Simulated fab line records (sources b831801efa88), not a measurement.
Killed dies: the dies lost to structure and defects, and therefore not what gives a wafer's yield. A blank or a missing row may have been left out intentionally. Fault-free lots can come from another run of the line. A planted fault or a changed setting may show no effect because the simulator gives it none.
Chamber matching | flow gf180mcu | pecvd-03 running GF_V5_CVD_02: 3 sister chambers
The step deposits SiO2 from TEOS, target thk 1450 nm, time 163.28 s. 6 wafers are shown with their chamber, then 8 later ones without.

## WAFERS PAIRED WITH THEIR CHAMBERS
wafer  | chamber | heaterPowerW (W)
L083.4 | 1       | 585
L084.3 | 0       | 711
L084.6 | 0       | 563
L086.1 | 1       | 743
L086.6 | 2       | 665
L087.1 | 2       | 626

## WAFERS WHOSE CHAMBER IS MISSING
wafer  | heaterPowerW (W)
L087.3 | 707
L087.6 | 693
L092.2 | 700
L092.4 | 569
L092.6 | 594
L094.3 | 639
L094.5 | 569
L094.6 | 685

## EACH ONE'S CHAMBER
wafer  | from the rows above          | in truth
L087.3 | can't be placed: 1 or 2 or 0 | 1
L087.6 | can't be placed: 1 or 2 or 0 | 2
L092.2 | can't be placed: 1 or 2 or 0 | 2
L092.4 | can't be placed: 0 or 2 or 1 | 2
L092.6 | can't be placed: 0 or 2 or 1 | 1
L094.3 | can't be placed: 0 or 2 or 1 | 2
L094.5 | can't be placed: 0 or 2 or 1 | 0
L094.6 | can't be placed: 1 or 2 or 0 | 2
Correctly placed: 0 of 8. Unplaceable from these rows: 8, with the true chamber sitting among the candidates in 8. 0 placed wrongly.
How it was worked out, from the rows above alone: a wafer's distance from a chamber is the root of the sum, over the readings, of the square of ((its reading less the chamber's mean) divided by the reading's scatter). If the next closest chamber is less than 2 further off than the closest, the wafer can't be placed; otherwise it belongs to the closest. For every chamber, the mean is computed from those of its wafers that are shown. The scatter is the square root of a quotient: the sum, over the shown wafers, of each reading's squared deviation from its chamber's mean, divided by wafers minus chambers.
